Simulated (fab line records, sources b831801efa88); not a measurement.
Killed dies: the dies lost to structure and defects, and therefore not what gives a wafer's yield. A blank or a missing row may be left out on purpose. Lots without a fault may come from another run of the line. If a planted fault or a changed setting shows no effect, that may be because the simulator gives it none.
fab line records	flow sky130
record: lots: 24	wafers: 72	last-day: 50
route steps=708 shown VIA1@482 METAL3@536 CAPM@540 VIA3@588
lots that met no fault: taken from a fault-free run of the same line
start-h: hours from the record's first day to the start of the lot's first wafer shown	wait-h: how many hours have passed since the lot's step before this one	" same as the row above	L1.1+2: a single row standing in for several wafers	- no value, or no start given	* or withheld: withheld	< > ~ a bound
route shown NAME@n: NAME is a module with steps in the file, n the number in the route of the first one	usual: mean and standard deviation over wafers with no fault	same: alike in all rows	chamber/n: place in a boat	sites: the reading at each site	_std_site: how widely they spread, as a standard deviation	_edge_site: mean of outer sites minus mean of inner sites	radius-mm: for every site, how far away it sits from the centre of the wafer	mask NAME#n: copy n	behind: the most recent tool/chamber to have shaped the wafer	hold: what put the lot on hold/how long, in hours/how the hold closed	device: the transistor (n, p or np) that didn't switch	end of line: the same wafers' tests at the end of the route	a step given without rows: its recipe and nothing more	killed: not the wafer's yield, but the dies lost to structure and defects at the first sort	map: the dies of a wafer, with x for killed, . for not killed, _ for no die there
set.NAME: the setting the step ran with; set.NAME@STEP: the setting that earlier step ran with	model.NAME: the simulator's own value behind a step, which no gauge read
steps of the route over a sample of lots; a table a step, a row a wafer
services: a tool's chamber out of use, with start hour (start-h, from the record's first day; less than 0 if before it), hours out, and reason
== steps ==
step: SKY_VIA1_CMP_24
recipe: stop-on: SiO2	t-overpolish-s: 15	down-force-psi: 3.5	platen-rpm: 60	target-thk-nm: 0	pad-velocity-m-s: 0.94248
usual: motor-current-A: 10.9/1.1	overpolish-run-s: 15.000/0.0094	time-to-endpoint-s: 64.9/2.7
lot.wafer	tool	chamber	start-h	wait-h	motor-current-A	overpolish-run-s	time-to-endpoint-s
L074.3	cmp-01	1	803.38	0.1	12.0	15.001	57.8
L074.1	"	2	"	"	8.3	14.994	59.6
L074.2	"	3	"	"	10.6	15.013	64.0
L075.3	cmp-02	2	817.60	0.0	11.8	15.000	62.9
L075.2	"	3	"	"	10.9	15.006	62.9
L075.1	"	1	"	"	11.3	14.990	67.0
L076.1	cmp-01	0	822.11	0.1	11.3	15.008	64.5
L076.3	"	1	"	"	11.6	14.993	58.9
L076.6	"	0	"	"	12.3	14.992	64.5
L077.4	cmp-02	1	829.26	0.1	11.0	14.985	65.8
L077.6	"	0	"	"	11.0	14.994	63.5
L077.5	"	1	"	"	11.1	15.002	65.8
L078.3	cmp-01	2	843.12	0.0	8.0	14.995	61.1
L078.4	"	0	"	"	11.4	14.982	65.3
L078.2	"	1	"	"	11.9	14.998	58.5
L079.3	cmp-02	0	844.14	0.1	11.7	14.980	64.7
L079.1	"	1	"	"	10.6	14.984	68.5
L079.6	"	3	"	"	9.9	15.001	63.5
L080.4	cmp-01	3	864.58	0.0	11.3	15.016	68.3
L080.3	"	1	"	"	11.7	15.007	62.1
L080.5	"	0	"	"	11.3	15.008	71.3
L081.2	cmp-02	3	864.73	0.1	10.6	14.994	68.0
L081.4	"	0	"	"	10.8	15.004	69.1
L081.3	"	1	"	"	10.9	14.992	68.2
L082.4	cmp-01	2	875.11	0.1	8.6	14.999	67.5
L082.6	"	1	"	"	12.3	14.993	63.1
L082.5	"	2	"	"	8.6	14.997	67.5
L083.4	cmp-01	2	877.41	0.0	8.2	14.979	65.7
L083.3	"	3	"	"	10.7	14.998	67.3
L083.5	"	2	"	"	8.5	15.002	66.4
L084.3	cmp-02	0	897.16	0.1	11.3	15.016	64.0
L084.4	"	1	"	"	11.6	14.990	69.2
L084.2	"	2	"	"	11.2	15.008	62.9
L085.3	cmp-01	3	899.59	0.2	11.0	14.993	65.9
L085.6	"	0	"	"	12.6	15.014	66.7
L085.5	"	1	"	"	11.6	14.999	63.1
L086.4	cmp-02	1	908.66	0.1	11.6	15.010	64.8
L086.3	"	2	"	"	11.4	15.001	63.9
L086.6	"	0	"	"	10.5	14.991	62.2
L087.1	cmp-02	2	910.23	0.1	11.9	14.982	65.1
L087.2	"	0	"	"	11.7	15.004	65.5
L087.4	"	1	"	"	10.8	15.001	62.5
L088.3	cmp-02	1	912.67	0.1	11.1	15.006	65.5
L088.4	"	2	"	"	11.3	15.001	63.3
L088.2	"	0	"	"	11.3	15.000	64.1
L089.2	cmp-01	2	916.00	0.1	8.7	14.978	66.6
L089.4	"	0	"	"	11.9	14.989	70.5
L089.6	"	3	"	"	10.8	15.001	69.3
L090.1	cmp-01	0	920.51	0.1	11.6	15.003	68.4
L090.2	"	1	"	"	11.3	15.006	62.8
L090.5	"	0	"	"	11.2	14.994	65.4
L091.1	cmp-02	2	920.91	0.1	11.4	15.003	59.8
L091.6	"	0	"	"	11.1	15.007	63.2
L091.5	"	1	"	"	11.1	15.006	65.8
L092.1	cmp-02	1	936.75	0.1	11.1	15.004	66.0
L092.3	"	0	"	"	11.2	15.006	64.4
L092.5	"	2	"	"	11.0	15.014	64.4
L093.3	cmp-01	2	939.93	0.0	8.2	14.997	61.4
L093.1	"	0	"	"	11.5	15.013	63.0
L093.6	"	2	"	"	8.3	14.999	65.3
L094.4	cmp-01	3	947.50	0.1	11.3	14.989	65.3
L094.5	"	2	"	"	8.3	14.997	63.7
L094.6	"	3	"	"	10.5	14.992	65.3
L096.2	cmp-01	3	950.15	0.1	11.2	14.993	64.9
L096.3	"	1	"	"	12.2	14.998	62.1
L096.5	"	2	"	"	8.3	15.004	61.2
L095.2	cmp-02	2	952.12	0.0	11.8	15.002	61.8
L095.1	"	3	"	"	10.3	15.015	64.0
L095.4	"	0	"	"	10.7	14.997	66.9
L097.1	cmp-02	3	967.45	0.1	10.6	15.005	65.0
L097.4	"	0	"	"	10.9	15.000	66.3
L097.5	"	0	"	"	11.0	14.994	66.4
step: SKY_METAL3_SPUTTER_04
recipe: material: TiN	target-thk-nm: 70	power-w: 6500	time-s: 58.3	chamber-pressure-pa: 0.4
usual: throttle-valve-pct: 30.1/0.89
same: time-s: 58.3
lot.wafer	tool	chamber	start-h	wait-h	throttle-valve-pct
L074.1	pvd-sputter-03	-	860.46	0.0	30.6
L074.2	"	-	"	"	31.9
L074.3	"	-	"	"	30.4
L075.1	pvd-sputter-04	-	874.59	0.0	29.9
L075.2	"	-	"	"	28.2
L075.3	"	-	"	"	30.4
L076.1	pvd-sputter-04	-	878.65	0.0	28.4
L076.3	"	-	"	"	29.9
L076.6	"	-	"	"	29.8
L077.4	pvd-sputter-03	-	884.80	0.0	30.6
L077.5	"	-	"	"	30.8
L077.6	"	-	"	"	31.9
L078.2	pvd-sputter-03	-	899.02	0.0	30.2
L078.3	"	-	"	"	30.4
L078.4	"	-	"	"	30.1
L079.1	pvd-sputter-04	-	899.82	0.0	28.3
L079.3	"	-	"	"	30.6
L079.6	"	-	"	"	29.6
L080.3	pvd-sputter-01	-	918.84	0.0	30.3
L080.4	"	-	"	"	30.5
L080.5	"	-	"	"	30.2
L081.2	pvd-sputter-03	-	919.66	0.0	30.6
L081.3	"	-	"	"	32.0
L081.4	"	-	"	"	29.7
L082.4	pvd-sputter-04	-	928.19	0.0	30.2
L082.5	"	-	"	"	29.7
L082.6	"	-	"	"	28.2
L083.3	pvd-sputter-03	-	931.17	0.0	32.2
L083.4	"	-	"	"	29.8
L083.5	"	-	"	"	30.6
L084.2	pvd-sputter-04	-	948.56	0.0	28.6
L084.3	"	-	"	"	29.8
L084.4	"	-	"	"	30.0
L085.3	pvd-sputter-04	-	951.30	0.0	29.5
L085.5	"	-	"	"	28.2
L085.6	"	-	"	"	29.7
L086.3	pvd-sputter-01	-	960.08	0.0	30.4
L086.4	"	-	"	"	30.3
L086.6	"	-	"	"	30.3
L087.1	pvd-sputter-04	-	962.42	0.0	29.7
L087.2	"	-	"	"	28.5
L087.4	"	-	"	"	29.7
L088.2	pvd-sputter-03	-	965.14	0.0	32.0
L088.3	"	-	"	"	30.2
L088.4	"	-	"	"	30.4
L089.2	pvd-sputter-04	-	968.46	0.0	29.6
L089.4	"	-	"	"	30.5
L089.6	"	-	"	"	30.0
L090.1	pvd-sputter-01	-	972.03	0.0	30.3
L090.2	"	-	"	"	30.8
L090.5	"	-	"	"	29.5
L091.1	pvd-sputter-03	-	972.23	0.0	29.8
L091.5	"	-	"	"	30.4
L091.6	"	-	"	"	31.8
L092.1	pvd-sputter-04	-	987.55	0.0	30.6
L092.3	"	-	"	"	28.4
L092.5	"	-	"	"	30.3
L093.1	pvd-sputter-01	-	992.31	0.0	30.9
L093.3	"	-	"	"	30.3
L093.6	"	-	"	"	29.2
L094.4	pvd-sputter-03	-	999.30	0.0	30.3
L094.5	"	-	"	"	30.4
L094.6	"	-	"	"	29.6
L096.2	pvd-sputter-03	-	1002.10	0.0	29.7
L096.3	"	-	"	"	31.7
L096.5	"	-	"	"	29.4
L095.1	pvd-sputter-03	-	1003.42	0.0	30.1
L095.2	"	-	"	"	30.5
L095.4	"	-	"	"	30.5
L097.1	pvd-sputter-01	-	1018.11	0.0	29.6
L097.4	"	-	"	"	30.6
L097.5	"	-	"	"	30.3
step: SKY_CAPM_RS_MEAS_03
recipe: thk-meas-gauge: four-point-probe	reads: TiN_of_CAPM_SPUTTER_02
usual: CAPM_TIN_RS: 6.92/0.079
lot.wafer	tool	chamber	start-h	wait-h	CAPM_TIN_RS[ohm/sq]
L074.1	film-metro-03	-	860.70	0.1	6.85
L074.2	"	-	"	"	6.89
L074.3	"	-	"	"	6.86
L075.1	film-metro-01	-	874.83	0.1	6.92
L075.2	"	-	"	"	6.90
L075.3	"	-	"	"	6.90
L076.1	film-metro-01	-	878.89	0.1	6.87
L076.3	"	-	"	"	6.81
L076.6	"	-	"	"	6.86
L077.4	film-metro-03	-	885.10	0.1	6.83
L077.5	"	-	"	"	6.87
L077.6	"	-	"	"	6.79
L078.2	film-metro-04	-	899.28	0.1	7.05
L078.3	"	-	"	"	7.05
L078.4	"	-	"	"	6.98
L079.1	film-metro-03	-	900.06	0.1	7.06
L079.3	"	-	"	"	7.01
L079.6	"	-	"	"	6.97
L080.3	film-metro-01	-	919.12	0.1	6.92
L080.4	"	-	"	"	6.93
L080.5	"	-	"	"	6.98
L081.2	film-metro-01	-	919.92	0.1	6.93
L081.3	"	-	"	"	6.98
L081.4	"	-	"	"	6.98
L082.4	film-metro-01	-	928.49	0.1	7.06
L082.5	"	-	"	"	6.95
L082.6	"	-	"	"	6.92
L083.3	film-metro-01	-	931.45	0.1	6.98
L083.4	"	-	"	"	6.90
L083.5	"	-	"	"	6.93
L084.2	film-metro-01	-	948.82	0.1	6.97
L084.3	"	-	"	"	6.91
L084.4	"	-	"	"	6.89
L085.3	film-metro-01	-	951.58	0.1	6.96
L085.5	"	-	"	"	6.99
L085.6	"	-	"	"	7.02
L086.3	film-metro-01	-	960.36	0.1	6.78
L086.4	"	-	"	"	6.83
L086.6	"	-	"	"	6.84
L087.1	film-metro-01	-	962.67	0.1	6.96
L087.2	"	-	"	"	6.95
L087.4	"	-	"	"	6.92
L088.2	film-metro-01	-	965.40	0.1	6.94
L088.3	"	-	"	"	6.99
L088.4	"	-	"	"	6.97
L089.2	film-metro-01	-	968.72	0.1	6.85
L089.4	"	-	"	"	6.85
L089.6	"	-	"	"	6.84
L090.1	film-metro-03	-	972.27	0.1	6.84
L090.2	"	-	"	"	6.83
L090.5	"	-	"	"	6.90
L091.1	film-metro-01	-	972.47	0.1	6.82
L091.5	"	-	"	"	6.84
L091.6	"	-	"	"	6.84
L092.1	film-metro-03	-	987.80	0.1	7.08
L092.3	"	-	"	"	7.04
L092.5	"	-	"	"	7.10
L093.1	film-metro-04	-	992.55	0.1	6.85
L093.3	"	-	"	"	6.83
L093.6	"	-	"	"	6.88
L094.4	film-metro-03	-	999.60	0.1	6.91
L094.5	"	-	"	"	6.85
L094.6	"	-	"	"	6.91
L096.2	film-metro-04	-	1002.36	0.1	6.81
L096.3	"	-	"	"	6.78
L096.5	"	-	"	"	6.82
L095.1	film-metro-03	-	1003.67	0.1	7.03
L095.2	"	-	"	"	7.00
L095.4	"	-	"	"	7.00
L097.1	film-metro-04	-	1018.35	0.1	6.87
L097.4	"	-	"	"	6.89
L097.5	"	-	"	"	6.88
step: SKY_CAPM_THK_MEAS_04
recipe: thk-meas-gauge: xrf	reads: TiN_of_CAPM_SPUTTER_02
usual: CAPM_TIN_THK: 206.8/2.4
lot.wafer	tool	chamber	start-h	wait-h	CAPM_TIN_THK[nm]
L074.1	film-metro-03	-	860.82	0.1	209.3
L074.2	"	-	"	"	207.2
L074.3	"	-	"	"	207.9
L075.1	film-metro-01	-	874.95	0.1	205.6
L075.2	"	-	"	"	207.4
L075.3	"	-	"	"	207.4
L076.1	film-metro-01	-	879.01	0.1	208.0
L076.3	"	-	"	"	209.8
L076.6	"	-	"	"	208.5
L077.4	film-metro-03	-	885.19	0.1	208.6
L077.5	"	-	"	"	208.9
L077.6	"	-	"	"	210.2
L078.2	film-metro-04	-	899.39	0.1	204.0
L078.3	"	-	"	"	205.0
L078.4	"	-	"	"	205.4
L079.1	film-metro-03	-	900.18	0.1	202.3
L079.3	"	-	"	"	203.7
L079.6	"	-	"	"	204.6
L080.3	film-metro-01	-	919.22	0.1	207.1
L080.4	"	-	"	"	206.7
L080.5	"	-	"	"	204.4
L081.2	film-metro-01	-	920.03	0.1	205.9
L081.3	"	-	"	"	205.2
L081.4	"	-	"	"	205.2
L082.4	film-metro-01	-	928.58	0.1	203.3
L082.5	"	-	"	"	205.9
L082.6	"	-	"	"	205.6
L083.3	film-metro-01	-	931.55	0.1	204.9
L083.4	"	-	"	"	207.0
L083.5	"	-	"	"	205.3
L084.2	film-metro-01	-	948.93	0.1	205.8
L084.3	"	-	"	"	206.5
L084.4	"	-	"	"	206.6
L085.3	film-metro-01	-	951.68	0.1	205.6
L085.5	"	-	"	"	203.8
L085.6	"	-	"	"	203.0
L086.3	film-metro-01	-	960.46	0.1	211.3
L086.4	"	-	"	"	209.2
L086.6	"	-	"	"	209.1
L087.1	film-metro-01	-	962.79	0.1	205.3
L087.2	"	-	"	"	206.0
L087.4	"	-	"	"	206.5
L088.2	film-metro-01	-	965.51	0.1	206.6
L088.3	"	-	"	"	205.3
L088.4	"	-	"	"	204.9
L089.2	film-metro-01	-	968.83	0.1	208.3
L089.4	"	-	"	"	209.0
L089.6	"	-	"	"	209.2
L090.1	film-metro-03	-	972.39	0.1	207.6
L090.2	"	-	"	"	208.2
L090.5	"	-	"	"	206.7
L091.1	film-metro-01	-	972.59	0.1	210.8
L091.5	"	-	"	"	209.1
L091.6	"	-	"	"	209.7
L092.1	film-metro-03	-	987.92	0.1	201.6
L092.3	"	-	"	"	202.8
L092.5	"	-	"	"	202.6
L093.1	film-metro-04	-	992.67	0.1	209.6
L093.3	"	-	"	"	209.0
L093.6	"	-	"	"	207.3
L094.4	film-metro-03	-	999.69	0.1	207.8
L094.5	"	-	"	"	209.5
L094.6	"	-	"	"	205.8
L096.2	film-metro-04	-	1002.47	0.1	211.1
L096.3	"	-	"	"	211.6
L096.5	"	-	"	"	210.6
L095.1	film-metro-03	-	1003.79	0.1	204.3
L095.2	"	-	"	"	204.8
L095.4	"	-	"	"	204.8
L097.1	film-metro-04	-	1018.47	0.1	208.3
L097.4	"	-	"	"	207.5
L097.5	"	-	"	"	207.6
step: SKY_METAL3_CD_MEAS_13
recipe: target-cd-nm: 300
usual: cd-nm: 300.3/1.5
lot.wafer	tool	chamber	start-h	wait-h	cd-nm
L074.1	cd-sem-01	-	911.73	-	299.2
L074.2	"	-	"	"	299.2
L074.3	"	-	"	"	298.5
L075.1	cd-sem-01	-	925.11	-	303.8
L075.2	"	-	"	"	302.6
L075.3	"	-	"	"	302.6
L076.1	cd-sem-01	-	929.33	-	301.0
L076.3	"	-	"	"	301.5
L076.6	"	-	"	"	302.4
L077.4	cd-sem-02	-	935.62	-	299.2
L077.5	"	-	"	"	300.2
L077.6	"	-	"	"	299.0
L078.2	cd-sem-02	-	948.30	-	299.5
L078.3	"	-	"	"	299.8
L078.4	"	-	"	"	299.3
L079.1	cd-sem-02	-	949.31	-	297.0
L079.3	"	-	"	"	299.2
L079.6	"	-	"	"	297.1
L080.3	cd-sem-02	-	968.90	-	301.7
L080.4	"	-	"	"	301.5
L080.5	"	-	"	"	303.2
L081.2	cd-sem-02	-	969.35	-	299.8
L081.3	"	-	"	"	301.0
L081.4	"	-	"	"	299.5
L082.4	cd-sem-02	-	977.24	-	298.7
L082.5	"	-	"	"	300.1
L082.6	"	-	"	"	297.7
L083.3	cd-sem-01	-	980.68	-	301.2
L083.4	"	-	"	"	300.4
L083.5	"	-	"	"	300.5
L084.2	cd-sem-02	-	997.30	-	301.3
L084.3	"	-	"	"	301.3
L084.4	"	-	"	"	300.5
L085.3	cd-sem-01	-	1000.37	-	299.9
L085.5	"	-	"	"	299.9
L085.6	"	-	"	"	299.1
L086.3	cd-sem-02	-	1009.15	-	298.9
L086.4	"	-	"	"	299.7
L086.6	"	-	"	"	299.9
L087.1	cd-sem-02	-	1010.06	-	298.4
L087.2	"	-	"	"	299.8
L087.4	"	-	"	"	298.9
L088.2	cd-sem-01	-	1012.66	-	302.0
L088.3	"	-	"	"	300.8
L088.4	"	-	"	"	300.9
L089.2	cd-sem-02	-	1015.61	-	299.5
L089.4	"	-	"	"	299.7
L089.6	"	-	"	"	300.3
L090.1	cd-sem-02	-	1019.71	-	301.1
L090.2	"	-	"	"	300.4
L090.5	"	-	"	"	300.4
L091.1	cd-sem-02	-	1019.89	-	301.3
L091.5	"	-	"	"	301.4
L091.6	"	-	"	"	301.9
L092.1	cd-sem-02	-	1034.04	-	303.1
L092.3	"	-	"	"	302.4
L092.5	"	-	"	"	302.9
L093.1	cd-sem-02	-	1038.46	-	299.3
L093.3	"	-	"	"	298.2
L093.6	"	-	"	"	298.9
L094.4	cd-sem-01	-	1044.27	-	300.5
L094.5	"	-	"	"	299.1
L094.6	"	-	"	"	300.2
L096.2	cd-sem-02	-	1045.71	-	298.8
L096.3	"	-	"	"	299.7
L096.5	"	-	"	"	299.0
L095.1	cd-sem-01	-	1048.51	-	300.6
L095.2	"	-	"	"	300.6
L095.4	"	-	"	"	301.1
L097.1	cd-sem-02	-	1063.36	-	300.9
L097.4	"	-	"	"	300.6
L097.5	"	-	"	"	299.3
step: SKY_VIA3_ETCH_15
recipe: target: SiO2	chemistry: C4F8/O2/Ar	target-depth-nm: 507	stop-on: TiN	mask-material: KrF-thick	source-w: 1500	bias-w: 1200	pressure-mtorr: 40	c4f8-flow-sccm: withheld	O2_flow_sccm: 6	Ar_flow_sccm: 300	time-s: 78
usual: oes-product-au: 0.945/0.0048
same: time-s: 78
lot.wafer	tool	chamber	start-h	wait-h	oes-product-au	rf-hours-counter-h
L074.1	rie-diel-03	1	937.73	0.0	0.954	5
L074.2	"	3	"	"	0.946	2
L074.3	"	2	"	"	0.943	18
L075.1	rie-diel-02	2	951.86	0.0	0.942	24
L075.2	"	1	"	"	0.941	13
L075.3	"	0	"	"	0.949	13
L076.1	rie-diel-02	0	955.83	0.0	0.940	13
L076.3	"	1	"	"	0.943	13
L076.6	"	3	"	"	0.946	-
L077.4	rie-diel-02	3	961.33	0.0	0.944	5
L077.5	"	1	"	"	0.941	-
L077.6	"	0	"	"	0.952	-
L078.2	rie-diel-02	0	974.11	0.0	0.944	14
L078.3	"	1	"	"	0.941	14
L078.4	"	3	"	"	0.945	6
L079.1	rie-diel-03	2	975.33	0.0	0.943	19
L079.3	"	3	"	"	0.947	3
L079.6	"	0	"	"	0.940	-
L080.3	rie-diel-03	1	994.13	0.0	0.956	6
L080.4	"	2	"	"	0.951	19
L080.5	"	3	"	"	0.955	-
L081.2	rie-diel-01	1	994.63	0.0	0.952	10
L081.3	"	0	"	"	0.951	13
L081.4	"	2	"	"	0.943	14
L082.4	rie-diel-01	3	1002.81	0.0	0.944	10
L082.5	"	1	"	"	0.943	-
L082.6	"	0	"	"	0.949	-
L083.3	rie-diel-03	0	1006.46	0.0	0.943	22
L083.4	"	2	"	"	0.939	20
L083.5	"	1	"	"	0.948	-
L084.2	rie-diel-02	3	1021.53	0.0	0.948	7
L084.3	"	0	"	"	0.947	15
L084.4	"	3	"	"	0.943	-
L085.3	rie-diel-01	0	1024.78	0.0	0.945	14
L085.5	"	1	"	"	0.934	-
L085.6	"	0	"	"	0.942	-
L086.3	rie-diel-03	2	1033.73	0.0	0.944	21
L086.4	"	0	"	"	0.940	23
L086.6	"	2	"	"	0.945	-
L087.1	rie-diel-02	0	1034.43	0.0	0.947	16
L087.2	"	3	"	"	0.950	8
L087.4	"	0	"	"	0.948	-
L088.2	rie-diel-02	0	1036.06	0.0	0.941	16
L088.3	"	3	"	"	0.942	8
L088.4	"	0	"	"	0.951	-
L089.2	rie-diel-01	2	1040.48	0.0	0.951	16
L089.4	"	2	"	"	0.937	-
L089.6	"	1	"	"	0.950	-
L091.1	rie-diel-02	1	1044.51	0.0	0.946	15
L091.5	"	2	"	"	0.941	-
L091.6	"	1	"	"	0.952	-
L090.1	rie-diel-03	3	1044.63	0.0	0.945	6
L090.2	"	0	"	"	0.951	23
L090.5	"	3	"	"	0.942	-
L092.1	rie-diel-01	3	1057.23	0.0	0.941	12
L092.3	"	2	"	"	0.944	16
L092.5	"	2	"	"	0.935	-
L093.1	rie-diel-01	0	1061.91	0.0	0.937	15
L093.3	"	2	"	"	0.942	17
L093.6	"	0	"	"	0.946	-
L094.4	rie-diel-02	1	1067.78	0.0	0.948	16
L094.5	"	3	"	"	0.946	-
L094.6	"	0	"	"	0.942	-
L096.2	rie-diel-03	0	1069.23	0.0	0.945	24
L096.3	"	3	"	"	0.945	6
L096.5	"	1	"	"	0.949	-
L095.1	rie-diel-01	3	1072.31	0.0	0.941	13
L095.2	"	0	"	"	0.942	16
L095.4	"	1	"	"	0.938	12
L097.1	rie-diel-02	2	1087.23	0.0	0.943	2
L097.4	"	3	"	"	0.943	-
L097.5	"	2	"	"	0.951	-
== services ==
tool	chamber	start-h	hours	kind
cmp-02	-	794.72	5.2	repair
cmp-02	-	831.01	2.0	repair
pvd-sputter-03	-	849.88	1.2	repair
rie-diel-02	0	854.46	4.2	repair
rie-diel-02	3	869.84	14.6	repair
rie-diel-02	0	874.11	9.6	repair
rie-diel-02	0	885.51	1.2	repair
cmp-01	-	895.85	2.3	repair
cmp-01	-	912.00	4.0	pm
pvd-sputter-04	-	935.87	3.5	repair
cmp-02	-	953.87	1.1	repair
rie-diel-02	0	977.53	2.9	repair
cmp-02	-	980.36	0.3	repair
cmp-02	-	994.34	8.3	repair
pvd-sputter-04	-	1020.52	7.2	repair
rie-diel-02	1	1023.04	21.3	repair
cmp-01	-	1028.42	2.2	repair
cmp-01	-	1031.06	1.0	repair
cmp-02	-	1034.54	1.0	repair
rie-diel-02	3	1058.18	2.2	repair
cmp-02	-	1062.84	3.5	repair
rie-diel-02	2	1071.29	8.0	repair
rie-diel-02	-	1072.31	5.8	repair
rie-diel-02	0	1081.04	14.2	repair
== key ==
fault none
